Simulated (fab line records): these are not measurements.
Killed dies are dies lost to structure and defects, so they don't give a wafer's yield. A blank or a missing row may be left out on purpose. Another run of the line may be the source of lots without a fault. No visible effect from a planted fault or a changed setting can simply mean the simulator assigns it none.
The same fault as seen by 2 desks || flow sky130 || every desk sees just its own numbers, and what lay behind them comes last

## AT THE TOOL OWNER'S DESK: pvd sputter-02
The tool's own readings at SKY_METAL2_SPUTTER_02 (material AlCu, target thk 250 nm, time 13.3 s): means of the sampled wafers that have a number, for each lot that ran on this tool. The brackets show how far a lot's mean lies from the usual mean; more than 4 standard deviations puts the lot out of limits, marked OUT.
Columns: A = throttle valve pct at SKY_METAL2_SPUTTER_02, usual 30.4 %
{"lot": "L656", "first seen here": "day 35 07:25", "A": 29.8}
{"lot": "L661", "first seen here": "day 37 04:35", "A": 30.5}
{"lot": "L665", "first seen here": "day 38 15:24", "A": 29.5}
{"lot": "L667", "first seen here": "day 39 06:14", "A": 29.7}
This desk's finding: nothing out of limits on any of the 4 lots.

## FROM THE METROLOGY DESK
Lot by lot, what the gauges showed, no matter which tool ran the lot: averages of those sampled wafers that carry a number. The brackets show how far a lot's mean lies from the usual mean; more than 4 standard deviations puts the lot out of limits, marked OUT.
Columns: A = VIA1_OVL at SKY_VIA1_OVL_MEAS_13, usual -1 nm; B = METAL2_ALCU_RS at SKY_METAL2_RS_MEAS_05, usual 0.1269 ohm/sq; C = METAL2_ALCU_THK at SKY_METAL2_THK_MEAS_06, usual 250.4 nm; D = cd nm at SKY_METAL2_CD_MEAS_15, usual 139.3 nm
{"lot": "L655", "first seen here": "day 34 18:02", "A": -4, "B": 0.1268, "C": 248.2, "D": 140.7}
{"lot": "L656", "first seen here": "day 35 05:59", "A": 12, "B": 0.1259, "C": 255.0, "D": 138.9}
{"lot": "L661", "first seen here": "day 37 03:08", "A": 5, "B": 0.1257, "C": 253.1, "D": 140.3}
{"lot": "L665", "first seen here": "day 38 14:01", "A": -0, "B": 0.1283, "C": 248.6, "D": 138.5}
{"lot": "L666", "first seen here": "day 38 23:27", "A": -5, "B": 0.1265, "C": 251.0, "D": 137.2}
{"lot": "L669", "first seen here": "day 39 03:13", "A": 4, "B": 0.1284, "C": 246.7, "D": 139.1}
{"lot": "L667", "first seen here": "day 39 04:40", "A": 1, "B": 0.1300, "C": 244.3, "D": 138.2}
{"lot": "L671", "first seen here": "day 39 16:59", "A": 5, "B": 0.1271, "C": 247.5, "D": 139.5}
{"lot": "L672", "first seen here": "day 40 02:29", "A": -3, "B": 0.1295, "C": 247.9, "D": 140.5}
{"lot": "L673", "first seen here": "day 40 12:23", "A": -2, "B": 0.1268, "C": 251.1, "D": 139.4}
This desk's finding: nothing out of limits on any of the 10 lots.

## ALL TOGETHER
The tool owner's desk saw nothing out of limits.
At the metrology desk, nothing out of limits was observed.

## WHAT HAD BEEN PUT IN BY THE SIMULATOR
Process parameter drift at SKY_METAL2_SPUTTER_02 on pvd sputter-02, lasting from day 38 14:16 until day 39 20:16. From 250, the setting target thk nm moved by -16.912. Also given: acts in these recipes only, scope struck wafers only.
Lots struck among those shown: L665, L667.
